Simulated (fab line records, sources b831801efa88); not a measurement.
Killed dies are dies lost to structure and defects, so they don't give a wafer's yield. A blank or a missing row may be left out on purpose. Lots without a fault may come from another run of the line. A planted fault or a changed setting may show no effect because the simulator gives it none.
Which tool did it? | flow sky130 | 12 lots, 36 wafers sampled, at 1 step of a route of 708

WHAT THE GAUGES READ, wafer by wafer
SKY_NWELL_OVL_MEAS_23.
lot  | measured     | on         | NWELL_01_OVL (nm)
L075 | day 6 06:59  | overlay-01 | 1.3 2.2 0.6
L076 | day 6 08:20  | overlay-02 | -0.1 -0.4 0.5
L078 | day 6 22:41  | overlay-01 | -1.1 0.8 0.3
L081 | day 7 04:56  | overlay-01 | 3.1 2.8 2.1
L083 | day 7 17:49  | overlay-01 | 0.9 -0.2 0.1
L085 | day 8 02:26  | overlay-01 | 0.2 2.5 2.1
L087 | day 8 09:14  | overlay-01 | 0.8 1.4 2.3
L089 | day 9 05:35  | overlay-02 | -0.2 1.0 -1.0
L091 | day 9 20:44  | overlay-01 | 1.9 0.5 2.8
L093 | day 10 04:56 | overlay-02 | 0.0 -2.2 -2.6
L095 | day 10 14:52 | overlay-01 | 1.2 0.8 1.1
L097 | day 11 01:44 | overlay-01 | 2.4 4.8 4.7

WHICH TOOL RAN EACH LOT (tool, then ch and the chambers of the sampled wafers, then the start)
The record holds no process step before these readings.

THE ANSWER, worked out from the rows above alone
Rule: what is usual is taken from the lots themselves. Put in order of their means at a reading, lots are off if they are a third of the lots or fewer, leave a main group of 4 or more, and stand apart from it by a gap of 3 or more times the standard deviation of the main group's means; of several such gaps the widest counts. A main group whose means are all the same, to the digits that the tables above print for the reading, isn't used. A lot without any number at a reading at which 4 lots or more have one is off too. The other lots that the step has rows for count as sound.
No lot is off at any reading shown: from this, nothing can be told.

WHAT THE SIMULATOR HAD PUT IN
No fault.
